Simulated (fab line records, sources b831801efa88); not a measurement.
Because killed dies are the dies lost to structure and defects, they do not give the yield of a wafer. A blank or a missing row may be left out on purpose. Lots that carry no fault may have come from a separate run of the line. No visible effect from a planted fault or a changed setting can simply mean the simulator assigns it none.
Chamber matching	flow sky130	4 sister chambers for SKY_SPACER_ETCHBACK_02 on rie-diel-04
The step etches Si3N4 in CH3F/O2, stops on SiO2, time 46.7 s, target depth 45 nm. 14 wafers are shown with their chamber, then 7 later ones without.

== WAFERS WITH THEIR CHAMBER ==
wafer	chamber	oes-product-au (a.u.)	throttle-valve-pct (%)
L709.2	2	0.859	10.566
L709.3	1	0.859	10.544
L709.6	2	0.861	10.558
L711.1	2	0.857	10.570
L711.2	0	0.862	10.574
L711.6	1	0.863	10.572
L712.1	2	0.864	10.566
L712.4	1	0.860	10.571
L712.5	2	0.858	10.562
L713.2	2	0.850	10.567
L713.5	1	0.851	10.573
L713.6	2	0.845	10.555
L716.1	3	0.847	10.557
L716.4	3	0.849	10.570

SIGNATURES, as means of the wafers listed above
reading	chamber 0	chamber 1	chamber 2	chamber 3	scatter within a chamber
oes-product-au	0.86200	0.85825	0.85629	0.84800	0.00583
throttle-valve-pct	10.57400	10.56500	10.56343	10.56350	0.0092
Rule: for each reading, subtract the chamber's mean from the wafer's reading, divide by that reading's scatter and square the result; add these up over the readings and take the root, which gives the wafer's distance from the chamber. The wafer belongs to the nearest chamber; if the next one is less than 2 further off, it can't be placed. The scatter is the square root of a quotient: the sum, over the shown wafers, of each reading's squared deviation from its chamber's mean, divided by wafers minus chambers.

== WAFERS MISSING THEIR CHAMBER ==
wafer	oes-product-au (a.u.)	throttle-valve-pct (%)
L716.6	0.846	10.556
L717.2	0.854	10.565
L717.3	0.861	10.567
L717.5	0.856	10.564
L728.2	0.859	10.565
L728.4	0.860	10.548
L728.6	0.865	10.556

== THE CHAMBER EACH PASSED THROUGH ==
wafer	from the rows above	in truth
L716.6	can't be placed: 3 or 2 or 1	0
L717.2	can't be placed: 2 or 1 or 3 or 0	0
L717.3	can't be placed: 1 or 0 or 2 or 3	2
L717.5	can't be placed: 2 or 1 or 3 or 0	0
L728.2	can't be placed: 1 or 2 or 0 or 3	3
L728.4	can't be placed: 2 or 1 or 3 or 0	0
L728.6	can't be placed: 1 or 2 or 0 or 3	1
0 of 7 placed correctly. Can't be placed from these rows: 7 (the true chamber is among the candidates in 6). Number placed wrongly: 0.
